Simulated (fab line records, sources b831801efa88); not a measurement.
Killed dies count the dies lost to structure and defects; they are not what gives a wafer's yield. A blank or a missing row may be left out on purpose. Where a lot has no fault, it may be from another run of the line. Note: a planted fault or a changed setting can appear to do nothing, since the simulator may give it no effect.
Matching of chambers :: flow sky130 :: SKY_CONTACT_CMP_27 on cmp-01: 4 sister chambers
The step polishes, stops on SiO2, t overpolish 15 s, target thk 0 nm. 18 wafers are shown with their chamber, then 9 later ones without.

## WAFERS, EACH WITH ITS CHAMBER
wafer: L080.3
chamber: 3
motor current A (A): 9.9
time to endpoint s (s): 77
overpolish run s (s): 14.989

wafer: L080.4
chamber: 0
motor current A (A): 11.8
time to endpoint s (s): 79
overpolish run s (s): 14.997

wafer: L080.6
chamber: 1
motor current A (A): 10.0
time to endpoint s (s): 78
overpolish run s (s): 15.016

wafer: L079.2
chamber: 3
motor current A (A): 10.3
time to endpoint s (s): 80
overpolish run s (s): 15.001

wafer: L079.4
chamber: 0
motor current A (A): 11.2
time to endpoint s (s): 80
overpolish run s (s): 14.996

wafer: L079.6
chamber: 3
motor current A (A): 10.0
time to endpoint s (s): 84
overpolish run s (s): 14.994

wafer: L082.3
chamber: 0
motor current A (A): 11.0
time to endpoint s (s): 76
overpolish run s (s): 14.993

wafer: L082.4
chamber: 2
motor current A (A): 9.6
time to endpoint s (s): 78
overpolish run s (s): 14.987

wafer: L082.6
chamber: 3
motor current A (A): 10.1
time to endpoint s (s): 80
overpolish run s (s): 14.991

wafer: L083.1
chamber: 1
motor current A (A): 9.5
time to endpoint s (s): 82
overpolish run s (s): 14.995

wafer: L083.4
chamber: 0
motor current A (A): 11.3
time to endpoint s (s): 89
overpolish run s (s): 15.002

wafer: L083.5
chamber: 3
motor current A (A): 10.4
time to endpoint s (s): 83
overpolish run s (s): 15.001

wafer: L085.1
chamber: 2
motor current A (A): 9.8
time to endpoint s (s): 76
overpolish run s (s): 14.999

wafer: L085.2
chamber: 1
motor current A (A): 9.4
time to endpoint s (s): 82
overpolish run s (s): 14.996

wafer: L085.6
chamber: 1
motor current A (A): 9.5
time to endpoint s (s): 75
overpolish run s (s): 14.997

wafer: L089.2
chamber: 1
motor current A (A): 9.9
time to endpoint s (s): 83
overpolish run s (s): 15.001

wafer: L089.3
chamber: 0
motor current A (A): 11.8
time to endpoint s (s): 86
overpolish run s (s): 14.992

wafer: L089.4
chamber: 3
motor current A (A): 10.5
time to endpoint s (s): 86
overpolish run s (s): 14.999

SIGNATURES (averages over the wafers above)
reading: motor current A
chamber 0: 11.420
chamber 1: 9.660
chamber 2: 9.700
chamber 3: 10.200
scatter within a chamber: 0.283

reading: time to endpoint s
chamber 0: 82.00
chamber 1: 80.00
chamber 2: 77.00
chamber 3: 81.67
scatter within a chamber: 3.92

reading: overpolish run s
chamber 0: 14.99600
chamber 1: 15.00100
chamber 2: 14.99300
chamber 3: 14.99583
scatter within a chamber: 0.0064
Rule: a wafer lies at a distance from a chamber equal to the root of the sum of squares, over the readings, of (its reading less the chamber's mean, divided by the reading's scatter). If the next closest chamber is less than 2 further off than the closest, the wafer can't be placed; otherwise it belongs to the closest. The scatter is the square root of a quotient: the sum, over the shown wafers, of each reading's squared deviation from its chamber's mean, divided by wafers minus chambers.

## WAFERS WITH NO CHAMBER GIVEN
wafer: L092.1
motor current A (A): 9.3
time to endpoint s (s): 81
overpolish run s (s): 15.001

wafer: L092.4
motor current A (A): 11.4
time to endpoint s (s): 79
overpolish run s (s): 14.990

wafer: L092.6
motor current A (A): 10.4
time to endpoint s (s): 78
overpolish run s (s): 14.999

wafer: L094.2
motor current A (A): 10.1
time to endpoint s (s): 74
overpolish run s (s): 14.992

wafer: L094.3
motor current A (A): 10.4
time to endpoint s (s): 79
overpolish run s (s): 14.988

wafer: L094.6
motor current A (A): 10.1
time to endpoint s (s): 81
overpolish run s (s): 15.013

wafer: L097.2
motor current A (A): 9.9
time to endpoint s (s): 82
overpolish run s (s): 15.018

wafer: L097.3
motor current A (A): 11.7
time to endpoint s (s): 84
overpolish run s (s): 14.987

wafer: L097.5
motor current A (A): 11.3
time to endpoint s (s): 83
overpolish run s (s): 15.014

## WHICH CHAMBER EACH WENT THROUGH
wafer: L092.1
from the rows above: can't be placed: 1 or 2 or 3
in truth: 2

wafer: L092.4
from the rows above: 0
in truth: 0

wafer: L092.6
from the rows above: can't be placed: 3 or 2 or 1
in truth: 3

wafer: L094.2
from the rows above: can't be placed: 2 or 3 or 1
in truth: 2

wafer: L094.3
from the rows above: can't be placed: 3 or 2 or 1
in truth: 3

wafer: L094.6
from the rows above: can't be placed: 1 or 3 or 2
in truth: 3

wafer: L097.2
from the rows above: can't be placed: 1 or 3 or 2
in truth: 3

wafer: L097.3
from the rows above: 0
in truth: 0

wafer: L097.5
from the rows above: can't be placed: 0 or 3
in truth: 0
Correctly placed: 2 of 9. From these rows, 7 cannot be placed; in 7 the true chamber is one of the candidates. 0 placed wrongly.
